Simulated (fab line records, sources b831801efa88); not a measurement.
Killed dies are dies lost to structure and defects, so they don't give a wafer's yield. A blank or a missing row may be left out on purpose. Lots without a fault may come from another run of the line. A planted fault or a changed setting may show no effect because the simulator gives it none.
fab line records | flow sky130
record lots=6 wafers=18 last_day=50
route steps=708 shown METAL4@627 VIA4@639 PAD_OPEN@708
lots that met no fault: from a run of the same line without faults
start_h: hours from the record's first day to the start of the lot's first wafer shown | wait_h: hours since the lot's step before | " the same as in the row above | L1.1+2: a row that stands for several wafers | - no value, or no start given | * or withheld: withheld | < > ~ a bound
route shown NAME@n: a module of which the file shows steps, and the number in the route of the first | usual: mean/standard deviation of fault-free wafers | same: alike in all rows | chamber/n: place in a boat | sites: the reading at each site | _std_site: their standard deviation | _edge_site: outer sites' mean less inner sites' | radius_mm: how far each site lies from the wafer's centre | mask NAME#n: copy n | behind: the tool/chamber that last shaped the wafer | hold: why the lot was held/for how many hours/how that ended | device: the transistor (n, p or np) that didn't switch | end of line: the same wafers' tests at the end of the route | a step without rows: its recipe alone | killed: dies lost to structure and defects at the first sort, not the wafer's yield | map: a wafer's dies, x killed, . not, _ none there
set.NAME: the setting as run; set.NAME@STEP: as run at that earlier step | model.NAME: the simulator's own value behind a step, which no gauge read
lots at some steps of the route; a table a step, a row a wafer
services: from which hour (start_h, from the record's first day; less than 0 if before it) a tool's chamber was out of use, for how many hours, and why
## steps
# step SKY_METAL4_PEB_11
# recipe peb_temp_c=withheld peb_time_s=withheld resist=KrF-thick
# step SKY_METAL4_DEVELOP_12
# recipe develop_time_s=60 resist=KrF-thick dev_temp_c=21
# step SKY_METAL4_CD_MEAS_13
# recipe target_cd_nm=300
# usual cd_nm=299.9/1.6
# columns lot.wafer tool chamber start_h wait_h cd_nm
L818.1 cd_sem-01 - 1010.76 - 299.1
L818.2 " - " " 299.8
L818.3 " - " " 299.8
L820.1 cd_sem-02 - 1021.19 - 302.3
L820.2 " - " " 302.0
L820.6 " - " " 303.1
L827.4 cd_sem-02 - 1069.09 - 297.7
L827.5 " - " " 298.1
L827.6 " - " " 298.7
L828.2 cd_sem-02 - 1075.36 - 303.9
L828.3 " - " " 301.8
L828.4 " - " " 301.5
L830.2 cd_sem-01 - 1096.16 - 298.8
L830.3 " - " " 298.6
L830.5 " - " " 298.7
L836.1 cd_sem-01 - 1117.74 - 299.5
L836.3 " - " " 299.6
L836.5 " - " " 299.3
# step SKY_METAL4_OVL_MEAS_14
# usual METAL4_OVL=0/6.8
# columns lot.wafer tool chamber start_h wait_h METAL4_OVL[nm]
L818.1 overlay-01 - 1010.88 0.1 2
L818.2 " - " " 2
L818.3 " - " " 6
L820.1 overlay-01 - 1021.31 0.1 -3
L820.2 " - " " -1
L820.6 " - " " 3
L827.4 overlay-02 - 1069.17 0.1 -1
L827.5 " - " " -4
L827.6 " - " " 1
L828.2 overlay-02 - 1075.47 0.1 -4
L828.3 " - " " 2
L828.4 " - " " -2
L830.2 overlay-01 - 1096.27 0.1 11
L830.3 " - " " 9
L830.5 " - " " 19
L836.1 overlay-02 - 1117.86 0.1 -8
L836.3 " - " " -5
L836.5 " - " " -11
# step SKY_METAL4_DESCUM_15
# recipe chemistry=O2 source_power_w=150 bias_power_w=0 pressure_mtorr=10 temp_c=40 time_s=8
# usual drypump_motor_current_A=5.7/0.48 oes_product_au=1.004/0.0076 temp_c=40.01/0.12
# same bias_power_w=0
# columns lot.wafer tool chamber start_h wait_h drypump_motor_current_A oes_product_au rf_hours_counter_h temp_c
L818.1 rie_metal-03 1 1010.92 0.0 5.0 1.010 1 39.93
L818.2 " 0 " " 5.7 0.995 15 39.83
L818.3 " 0 " " 5.7 1.005 - 39.82
L820.1 rie_metal-04 1 1021.35 0.0 5.8 0.998 20 39.88
L820.2 " 0 " " 5.3 1.005 13 39.94
L820.6 " 0 " " 5.4 1.012 - 40.07
L827.4 rie_metal-03 1 1069.20 0.0 5.0 1.012 - 40.05
L827.5 " 0 " " 5.7 0.989 - 39.87
L827.6 " 1 " " 5.0 1.012 - 40.10
L828.2 rie_metal-03 1 1075.50 0.0 5.0 1.012 5 39.96
L828.3 " 1 " " 5.0 1.023 - 40.23
L828.4 " 0 " " 5.7 1.005 - 40.08
L830.2 rie_metal-02 0 1096.30 0.0 6.3 1.001 19 40.01
L830.3 " 0 " " 6.3 0.997 - 40.04
L830.5 " 0 " " 6.3 1.003 - 39.90
L836.1 rie_metal-02 0 1117.90 0.0 6.3 1.001 20 39.89
L836.3 " 1 " " 6.4 0.991 - 39.91
L836.5 " 0 " " 6.3 1.003 - 39.95
# step SKY_METAL4_ETCH_16
# recipe chemistry=N2/H2 target=BARC ion_energy_ev=200 bias_w=100 pressure_mtorr=30 n2_flow_sccm=100 h2_flow_sccm=200 icp_w=500 stop_on=SiO2 time_s=88.2 target_depth_a=600
# usual drypump_motor_current_A=5.7/0.48 oes_product_au=0.622/0.0046 throttle_valve_pct=13.205/0.011
# columns lot.wafer tool chamber start_h wait_h drypump_motor_current_A oes_product_au rf_hours_counter_h throttle_valve_pct
L818.1 rie_metal-03 1 1010.95 0.0 5.0 0.617 1 13.201
L818.2 " 0 " " 5.7 0.627 15 13.209
L818.3 " 0 " " 5.7 0.619 - 13.190
L820.1 rie_metal-04 1 1021.38 0.0 5.8 0.626 20 13.204
L820.2 " 0 " " 5.4 0.624 13 13.189
L820.6 " 0 " " 5.3 0.623 - 13.202
L827.4 rie_metal-03 1 1069.25 0.0 5.0 0.627 - 13.195
L827.5 " 0 " " 5.7 0.626 - 13.208
L827.6 " 1 " " 5.0 0.623 - 13.194
L828.2 rie_metal-03 1 1075.53 0.0 5.0 0.623 5 13.214
L828.3 " 1 " " 5.0 0.619 - 13.213
L828.4 " 0 " " 5.7 0.623 - 13.212
L830.2 rie_metal-02 0 1096.33 0.0 6.3 0.615 19 13.190
L830.3 " 0 " " 6.2 0.626 - 13.209
L830.5 " 0 " " 6.3 0.626 - 13.202
L836.1 rie_metal-02 0 1117.93 0.0 6.2 0.619 20 13.196
L836.3 " 1 " " 6.4 0.624 - 13.215
L836.5 " 0 " " 6.3 0.631 - 13.192
# step SKY_METAL4_ETCH_17
# recipe target=SiO2 stop_on=TiN chemistry=C4F8/O2/Ar source_w=1500 bias_w=1200 pressure_mtorr=40 c4f8_flow_sccm=withheld O2_flow_sccm=6 Ar_flow_sccm=300 time_s=3.9 target_depth_a=150
# usual oes_product_au=0.754/0.0074
# columns lot.wafer tool chamber start_h wait_h oes_product_au rf_hours_counter_h
L818.1 rie_diel-01 3 1011.05 0.1 0.747 7
L818.2 " 1 " " 0.748 10
L818.3 " 0 " " 0.766 8
L820.1 rie_diel-01 3 1021.48 0.1 0.755 7
L820.2 " 2 " " 0.750 13
L820.6 " 0 " " 0.759 -
L827.4 rie_diel-03 3 1069.32 0.0 0.760 4
L827.5 " 2 " " 0.740 -
L827.6 " 3 " " 0.769 -
L828.2 rie_diel-03 1 1075.63 0.1 0.745 21
L828.3 " 0 " " 0.741 10
L828.4 " 2 " " 0.749 21
L830.2 rie_diel-01 3 1096.43 0.1 0.753 10
L830.3 " 0 " " 0.747 11
L830.5 " 2 " " 0.760 -
L836.1 rie_diel-03 1 1118.03 0.1 0.753 23
L836.3 " 0 " " 0.750 11
L836.5 " 3 " " 0.762 -
# step SKY_METAL4_METAL_ETCH_18
# recipe target_depth_a=8450 stop_on=SiO2 over_etch_frac=0.3 time_s=183.1 chemistry=Cl2/BCl3 resist_sidewall_deg=88 pressure_mtorr=10 icp_w=900 bias_w=48.5 Cl2_flow_sccm=60 bcl3_flow_sccm=30
# usual bcl3_flow_sccm=30.00/0.094 drypump_motor_current_A=5.9/0.49 oes_product_au=0.866/0.0062 throttle_valve_pct=22.263/0.0079
# columns lot.wafer tool chamber start_h wait_h bcl3_flow_sccm drypump_motor_current_A oes_product_au rf_hours_counter_h throttle_valve_pct
L818.1 rie_metal-04 0 1011.07 0.0 29.94 5.3 0.867 13 22.263
L818.2 " 1 " " 29.95 5.8 0.867 20 22.272
L818.3 " 1 " " 30.00 5.8 0.861 - 22.265
L820.1 rie_metal-03 1 1021.50 0.0 29.82 5.0 0.858 2 22.265
L820.2 " 0 " " 30.01 5.7 0.857 16 22.250
L820.6 " 1 " " 30.03 5.0 0.873 - 22.271
L827.4 rie_metal-02 1 1069.39 0.1 30.07 6.5 0.873 - 22.266
L827.5 " 1 " " 30.05 6.4 0.878 - 22.275
L827.6 " 0 " " 30.06 6.2 0.874 - 22.270
L828.2 rie_metal-04 0 1075.65 0.0 29.91 5.4 0.858 17 22.259
L828.3 " 0 " " 30.04 5.3 0.859 - 22.271
L828.4 " 1 " " 30.08 5.8 0.866 - 22.266
L830.2 rie_metal-04 0 1096.45 0.0 29.97 5.4 0.869 19 22.257
L830.3 " 1 " " 29.98 5.8 0.872 - 22.259
L830.5 " 1 " " 30.04 5.8 0.869 - 22.273
L836.1 rie_metal-03 0 1118.05 0.0 30.06 5.8 0.869 21 22.264
L836.3 " 1 " " 29.86 5.0 0.862 - 22.267
L836.5 " 0 " " 29.99 5.7 0.865 - 22.267
# step SKY_METAL4_STRIP_19
# recipe chemistry=O2/N2 power_w=1400 pressure_mtorr=1500 platen_temp_c=withheld o2_flow_sccm=3000 n2_flow_sccm=300 overash_fraction=0.5
# usual drypump_motor_current_A=5.7/0.42 o2_flow_sccm=2999/8 oes_product_au=0.500/0.0055 strip_time_to_endpoint_s=6.49/0.063
# columns lot.wafer tool chamber start_h wait_h drypump_motor_current_A o2_flow_sccm oes_product_au rf_hours_counter_h strip_time_to_endpoint_s
L818.1 plasma_asher-04 0 1011.24 0.1 5.5 3005 0.506 118 6.51
L818.2 " 1 " " 6.3 3001 0.509 118 6.57
L818.3 " 0 " " 5.6 3001 0.510 - 6.61
L820.1 plasma_asher-02 1 1021.67 0.1 6.1 3007 0.498 90 6.35
L820.2 " 0 " " 5.3 2994 0.498 90 6.41
L820.6 " 0 " " 5.2 2991 0.489 - 6.32
L827.4 plasma_asher-03 0 1069.55 0.1 5.7 2993 0.498 - 6.49
L827.5 " 0 " " 5.7 3000 0.497 - 6.47
L827.6 " 1 " " 5.2 3005 0.497 - 6.46
L828.2 plasma_asher-04 1 1075.82 0.1 6.3 2995 0.496 1 6.52
L828.3 " 1 " " 6.3 3009 0.500 - 6.51
L828.4 " 0 " " 5.6 2995 0.513 - 6.62
L830.2 plasma_asher-02 1 1096.62 0.1 6.2 2998 0.505 98 6.54
L830.3 " 0 " " 5.3 2991 0.509 - 6.59
L830.5 " 0 " " 5.3 3008 0.504 - 6.55
L836.1 plasma_asher-03 1 1118.22 0.1 5.2 2992 0.499 38 6.51
L836.3 " 1 " " 5.2 2982 0.489 - 6.39
L836.5 " 1 " " 5.2 2996 0.503 - 6.54
# step SKY_METAL4_STRIP_20
# recipe chemistry=post_etch_residue_remover time_s=1200 temp_c=72.5
# step SKY_METAL4_CLEAN_21
# recipe chemistry=IPA time_s=180 temp_c=25
# step SKY_METAL4_CLEAN_22
# recipe chemistry=O3/DIW dry=n2_spin
# step SKY_VIA4_HDPCVD_00
# recipe material=SiO2 target_thk_nm=1750 sigma_open_frac=0.3 time_s=304.5 temp_c=400 sih4_flow_sccm=60 pressure_mtorr=6
# usual sih4_flow_sccm=60.01/0.17
# columns lot.wafer tool chamber start_h wait_h sih4_flow_sccm model.SiO2_of_VIA4_HDPCVD_00.thk_nm
L818.1 hdpcvd-01 0 1011.84 0.0 59.96 2531
L818.2 " 2 " " 60.07 2517
L818.3 " 1 " " 60.15 2527
L820.1 hdpcvd-01 1 1022.27 0.0 60.00 2510
L820.2 " 2 " " 59.86 2524
L820.6 " 1 " " 59.90 2504
L827.4 hdpcvd-02 0 1070.20 0.1 59.93 1846
L827.5 " 1 " " 59.86 1822
L827.6 " 2 " " 59.92 1816
L828.2 hdpcvd-02 0 1076.42 0.0 60.02 1812
L828.3 " 2 " " 60.08 1813
L828.4 " 2 " " 60.13 1782
L830.2 hdpcvd-02 1 1097.26 0.0 59.96 1837
L830.3 " 2 " " 60.05 1842
L830.5 " 2 " " 59.93 1844
L836.1 hdpcvd-01 1 1118.87 0.1 60.01 1823
L836.3 " 0 " " 60.27 1828
L836.5 " 0 " " 60.09 1831
# step SKY_VIA4_THK_MEAS_01
# recipe reads=SiO2_of_VIA4_HDPCVD_00
# usual VIA4_HDPCVD_THK=1825/15
# columns lot.wafer tool chamber start_h wait_h hold VIA4_HDPCVD_THK[nm]
L818.1 film_metro-04 - 1012.02 0.1 await_dispo/0.2h/release 2530
L818.2 " - " " await_dispo/0.2h/release 2517
L818.3 " - " " await_dispo/0.2h/release 2527
L818.1 film_metro-04 - 1012.25 0.2 - 2531
L818.2 " - " " - 2516
L818.3 " - " " - 2526
L820.1 film_metro-03 - 1022.44 0.1 await_dispo/0.2h/release 2509
L820.2 " - " " await_dispo/0.2h/release 2524
L820.6 " - " " await_dispo/0.2h/release 2503
L820.1 film_metro-03 - 1022.80 0.3 - 2510
L820.2 " - " " - 2523
L820.6 " - " " - 2506
L827.4 film_metro-01 - 1070.32 0.0 - 1846
L827.5 " - " " - 1821
L827.6 " - " " - 1815
L828.2 film_metro-03 - 1076.61 0.1 - 1812
L828.3 " - " " - 1814
L828.4 " - " " - 1783
L830.2 film_metro-04 - 1097.58 0.2 - 1835
L830.3 " - " " - 1842
L830.5 " - " " - 1845
L836.1 film_metro-04 - 1119.05 0.1 - 1823
L836.3 " - " " - 1828
L836.5 " - " " - 1829
# step SKY_PAD_OPEN_PROBE_99
# usual defect_limited_yield=82.2/1.7 killed_at_M0_to_M3=44/6.3 killed_at_M4_up=3.1/2 killed_at_contacts=24/4.8 killed_at_front_end=15/4.6 killed_at_other=0.2/0.51 killed_dies=87/8.4 killed_open=48/6.4 killed_short=39/5.9 sort_bin_3_pad_short=0.9/0.41 sort_bin_5_function=10.5/1.4 sort_bin_6_memory=6.3/1.1 sort_n_pass=405/8.4 sort_yield_pct=82.2/1.7
# same gross_dies=492 killed_at_back_side=0 sort_bin_4_leakage[%]=0 sort_bin_8_speed[%]=0
# columns lot.wafer tool chamber start_h wait_h defect_limited_yield[%] killed_at_M0_to_M3 killed_at_M4_up killed_at_contacts killed_at_front_end killed_at_other killed_dies killed_open killed_short sort_bin_3_pad_short[%] sort_bin_5_function[%] sort_bin_6_memory[%] sort_n_pass sort_yield_pct[%]
L827.4 prober-02 - 1154.60 0.2 81.5 59 3 16 13 0 91 50 41 1.2 11.2 6.1 401 81.5
L827.5 prober-02 - 1154.65 0.2 81.5 50 4 23 14 0 91 53 38 1.2 10.6 6.7 401 81.5
L827.6 prober-02 - 1154.70 0.2 81.5 44 3 32 12 0 91 47 44 0.6 11.8 6.1 401 81.5
# killed by level:class
L827.4 VIA1:geometric_particle:open=15 VIA1:geometric_particle:short=8 METAL2:geometric_particle:short=8 LI_CONTACT:geometric_particle:open=7 CONTACT:geometric_particle:open=7 METAL1:geometric_particle:short=7 FIELD_ISO:geometric_particle:short=5 VIA2:geometric_particle:open=5
L827.5 LI_CONTACT:geometric_particle:open=9 VIA3:geometric_particle:open=9 VIA1:geometric_particle:open=8 METAL2:geometric_particle:short=7 CONTACT:geometric_particle:open=6 VIA2:geometric_particle:open=6 LI_CONTACT:geometric_particle:short=5 FIELD_ISO:geometric_particle:open=4
L827.6 LI_CONTACT:geometric_particle:open=11 CONTACT:geometric_particle:open=9 VIA1:geometric_particle:open=9 METAL2:geometric_particle:short=7 VIA3:geometric_particle:short=6 VIA3:geometric_particle:open=6 VIA2:geometric_particle:open=5 POLY_GATE:geometric_particle:short=5
## services
# columns tool chamber start_h hours kind
rie_metal-02 0 1000.64 9.3 repair
rie_diel-01 - 1004.02 4.3 pm
rie_metal-04 - 1007.62 0.5 repair
rie_diel-01 2 1010.81 6.0 repair
plasma_asher-04 - 1018.18 0.6 repair
rie_diel-03 1 1031.41 4.1 repair
rie_diel-01 1 1043.32 29.9 repair
hdpcvd-01 0 1046.58 5.0 repair
hdpcvd-01 - 1047.30 0.7 repair
plasma_asher-04 - 1055.25 9.0 pm
plasma_asher-04 0 1055.25 9.0 vent_cycle
plasma_asher-04 1 1055.25 9.0 vent_cycle
rie_diel-03 - 1057.45 0.3 repair
plasma_asher-02 - 1063.98 2.8 pm
plasma_asher-04 0 1064.25 - clean
plasma_asher-04 1 1064.25 - clean
rie_metal-02 1 1077.86 - clean
rie_metal-02 1 1077.86 10.8 scheduled_down
rie_metal-02 1 1077.86 10.8 vent_cycle
rie_metal-03 - 1086.78 10.4 repair
rie_diel-03 0 1094.16 14.0 repair
plasma_asher-03 - 1094.23 1.4 repair
hdpcvd-02 - 1116.23 2.8 pm
## key
first_sign step=SKY_VIA4_THK_MEAS_01 reading=visit direction=added
effect step=SKY_VIA4_THK_MEAS_01 reading=VIA4_HDPCVD_THK direction=up sigmas=47 usual=1825 struck=2518
model_effect step=SKY_VIA4_HDPCVD_00 value=SiO2_of_VIA4_HDPCVD_00.thk_nm without=1819 struck=2519
met_at SKY_VIA4_HDPCVD_00
struck_wafers L818.1,L818.2,L818.3,L820.1,L820.2,L820.6
scrapped_behind SKY_VIA4_THK_MEAS_01 L818.1,L818.2,L818.3,L820.1,L820.2,L820.6
fault kind=process_parameter_drift tool=hdpcvd-01 chamber=- onset_h=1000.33 steps=SKY_VIA4_HDPCVD_00 channel=target_thk_nm offset=670.56 shape=step end_h=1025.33 acts_in=these_recipes_only stated=1750
